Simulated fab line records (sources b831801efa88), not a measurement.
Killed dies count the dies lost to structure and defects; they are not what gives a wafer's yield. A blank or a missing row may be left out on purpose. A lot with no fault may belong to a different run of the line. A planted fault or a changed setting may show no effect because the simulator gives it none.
A lot that was struck, set against a sound lot || flow sky130 || 43 steps out of a route of 708
Sound: these wafers, L632.1, L632.4, L632.5. Struck: wafers L642.2, L642.4, L642.5. The cause is named last.
Order at every step that has rows: each side's tool, ch and its chambers, its first start. Under that, the readings that differ: sound wafers || struck wafers || difference of the means || sigmas: that difference in standard deviations of wafers without a fault.
alike: same words and numbers on both sides, and readings whose means sit less than 2 such deviations apart. not compared: any withheld reading, any reading some wafer has no value for, any bound like >300 that may hide the same value, and any number with overlapping values for which the record gives no deviation.
Wherever a step has rows on one side only, a row that says differs or no value, or a row with sigmas, the two part there. Non-overlapping numbers with no deviation appear without sigmas and do not part them. A reading that every wafer of one side lacks parts them only if that side has two wafers or more.

first, 6 steps without rows for these wafers: SKY_VIA1_COAT_06 (resist thk 60 nm); SKY_VIA1_COAT_07 (resist thk 450 nm); SKY_VIA1_SOFTBAKE_08 (time 90 s); SKY_VIA1_EXPOSE_09 (exposes mask VIM, target cd 150 nm); SKY_VIA1_PEB_10; SKY_VIA1_DEVELOP_11 (develop time 60 s).
SKY_VIA1_CD_MEAS_12: target cd 150 nm.
  sound: cd_sem-02 at day 34 04:15; struck: cd_sem-02 at day 37 14:18
  alike: cd_nm
SKY_VIA1_OVL_MEAS_13:
  sound: overlay-02 at day 34 04:22; struck: overlay-01 at day 37 14:25
  alike: VIA1_OVL
then, 1 step without rows for these wafers: SKY_VIA1_ETCH_14 (etches BARC in N2/H2, stops on SiO2, time 45.9 s, target depth 60 nm).
SKY_VIA1_ETCH_15: etches SiO2 in C4F8/O2/Ar, stops on TiN, target depth 351 nm, time 54 s.
  sound on rie_diel-04 ch 0,2,3, day 34 04:27; struck on rie_diel-01 ch 0,1,2, day 37 14:29
  alike: bias_w, oes_product_au
  not compared: rf_hours_counter_h
SKY_VIA1_STRIP_16: strips in O2/N2.
  sound on plasma_asher-01 ch 0,1, day 34 04:30; struck on plasma_asher-02 ch 0, day 37 14:32
{"reading": "drypump_motor_current_A (A)", "sound": "5.8 6.8 6.7", "struck": "5.3 5.3 5.3", "difference": -1.1, "sigmas": -2}
  alike: oes_product_au, strip_time_to_endpoint_s
  not compared: rf_hours_counter_h
then, 1 step without rows for these wafers: SKY_VIA1_STRIP_17 (strips in post etch residue remover, time 1200 s).
SKY_VIA1_CLEAN_18: cleans in IPA, time 180 s.
  sound on wet_bench-01 ch 3, day 34 04:56; struck on wet_bench-01 ch 2, day 37 14:58
then, 1 step without rows for these wafers: SKY_VIA1_CLEAN_19 (cleans in O3/DIW).
SKY_VIA1_SPUTTER_20: material TiN, target thk 20 nm, time 80 s.
  sound: pvd_sputter-03 at day 34 05:05; struck: pvd_sputter-01 at day 37 15:08
  alike: throttle_valve_pct
then, 1 step without rows for these wafers: SKY_VIA1_CVD_21 (deposits W, target thk 270 nm, time 80.902 s).
SKY_VIA1_RS_MEAS_22: measurement is done with a four-point probe.
  sound: film_metro-04 at day 34 05:14; struck: film_metro-03 at day 37 15:19
  alike: VIA1_W_RS
SKY_VIA1_THK_MEAS_23: measures by xrf.
  sound: film_metro-04 at day 34 05:22; struck: film_metro-03 at day 37 15:25
  alike: VIA1_W_THK
then, 4 steps without rows for these wafers: SKY_VIA1_CMP_24 (polishes, stops on SiO2, t overpolish 15 s, target thk 0 nm); SKY_METAL2_SPUTTER_00 (material Ti, target thk 15 nm, time 10 s); SKY_METAL2_SPUTTER_01 (material TiN, target thk 20 nm, time 16.7 s); SKY_METAL2_SPUTTER_02 (material AlCu, target thk 250 nm, time 13.3 s).
SKY_METAL2_SPUTTER_03: material Ti, target thk 5 nm, time 3.3 s.
  sound: pvd_sputter-01 at day 34 05:48; struck: pvd_sputter-03 at day 37 15:50
  alike: throttle_valve_pct
SKY_METAL2_SPUTTER_04: material TiN, target thk 70 nm, time 58.3 s.
  sound: pvd_sputter-01 at day 34 05:49; struck: pvd_sputter-03 at day 37 15:52
  alike: throttle_valve_pct
SKY_METAL2_RS_MEAS_05: measurement is done with a four-point probe.
  sound: film_metro-01 at day 34 05:52; struck: film_metro-01 at day 37 15:56
{"reading": "METAL2_ALCU_RS (ohm/sq)", "sound": "0.1246 0.1242 0.1245", "struck": "0.1305 0.1297 0.1288", "difference": "+0.0052", "sigmas": "+4"}
SKY_METAL2_THK_MEAS_06: measures by xrf.
  sound: film_metro-01 at day 34 05:59; struck: film_metro-01 at day 37 16:02
  alike: METAL2_ALCU_THK
then, 8 steps without rows for these wafers: SKY_METAL2_DEHYDRATE_07 (time 60 s); SKY_METAL2_HMDS_08 (prime time 60 s); SKY_METAL2_COAT_09 (resist thk 60 nm); SKY_METAL2_COAT_10 (resist thk 450 nm); SKY_METAL2_SOFTBAKE_11 (time 90 s); SKY_METAL2_EXPOSE_12 (exposes mask MM2, target cd 140 nm); SKY_METAL2_PEB_13; SKY_METAL2_DEVELOP_14 (develop time 60 s).
SKY_METAL2_CD_MEAS_15: target cd 140 nm.
  sound: cd_sem-01 at day 35 08:23; struck: cd_sem-01 at day 38 17:39
  alike: cd_nm
SKY_METAL2_OVL_MEAS_16:
  sound: overlay-01 at day 35 08:30; struck: overlay-01 at day 38 17:46
  alike: METAL2_OVL
then, 6 steps without rows for these wafers: SKY_METAL2_DESCUM_17 (chemistry O2, time 8 s); SKY_METAL2_ETCH_18 (etches BARC in N2/H2, stops on SiO2, time 45.9 s, target depth 60 nm); SKY_METAL2_METAL_ETCH_19 (etches the open film in Cl2/BCl3, stops on SiO2, target depth 360 nm, time 78 s); SKY_METAL2_STRIP_20 (strips in O2/N2); SKY_METAL2_STRIP_21 (strips in post etch residue remover, time 1200 s); SKY_METAL2_CLEAN_22 (cleans in IPA, time 180 s).
-- the record jumps here: 10 days lie between the struck wafers' starts before and after (it left off in module METAL2 and takes up again in module PAD_OPEN, whose first step shown is number 708 of the route) --
SKY_PAD_OPEN_PROBE_99:
  sound: prober-02 at day 45 23:52; struck: prober-01 at day 48 16:37
{"reading": "defect_limited_yield (%)", "sound": "78.9 80.3 83.9", "struck": "73.4 74.0 72.0", "difference": -7.9, "sigmas": -4}
{"reading": "killed_at_M0_to_M3", "sound": "57 51 43", "struck": "94 81 90", "difference": "+38", "sigmas": "+5"}
{"reading": "killed_dies", "sound": "104 97 79", "struck": "131 128 138", "difference": "+39", "sigmas": "+4"}
{"reading": "sort_bin_3_pad_short (%)", "sound": "1.0 1.2 0.8", "struck": "2.8 2.8 3.3", "difference": "+2.0", "sigmas": "+5"}
{"reading": "sort_bin_5_function (%)", "sound": "13.8 10.8 8.5", "struck": "16.1 16.1 16.3", "difference": "+5.1", "sigmas": "+3"}
{"reading": "sort_n_pass", "sound": "388 395 413", "struck": "361 364 354", "difference": -39, "sigmas": -4}
{"reading": "sort_yield_pct (%)", "sound": "78.9 80.3 83.9", "struck": "73.4 74.0 72.0", "difference": -7.9, "sigmas": -4}
{"reading": "model.etest.tester.sort_n_pass", "sound": "388 395 413", "struck": "361 364 354", "difference": -39, "sigmas": ""}
{"reading": "model.etest.tester.sort_yield_pct (%)", "sound": "78.86 80.28 83.94", "struck": "73.37 73.98 71.95", "difference": -7.93, "sigmas": ""}
{"reading": "model.etest.tester.sort_bin_5_pct (%)", "sound": "13.82 10.77 8.537", "struck": "16.06 16.06 16.26", "difference": "+5.08", "sigmas": ""}
{"reading": "model.etest.tester.sort_bin_3_pct (%)", "sound": "1.016 1.22 0.813", "struck": "2.846 2.846 3.252", "difference": "+1.965", "sigmas": ""}
  alike: killed_at_M4_up, killed_at_contacts, killed_at_front_end, killed_at_other, killed_open, killed_short, sort_bin_6_memory

== WHERE THEY PART ==
Last at SKY_PAD_OPEN_PROBE_99 as far as this record goes, first at SKY_VIA1_STRIP_16.

WHY: whatever the simulator had introduced
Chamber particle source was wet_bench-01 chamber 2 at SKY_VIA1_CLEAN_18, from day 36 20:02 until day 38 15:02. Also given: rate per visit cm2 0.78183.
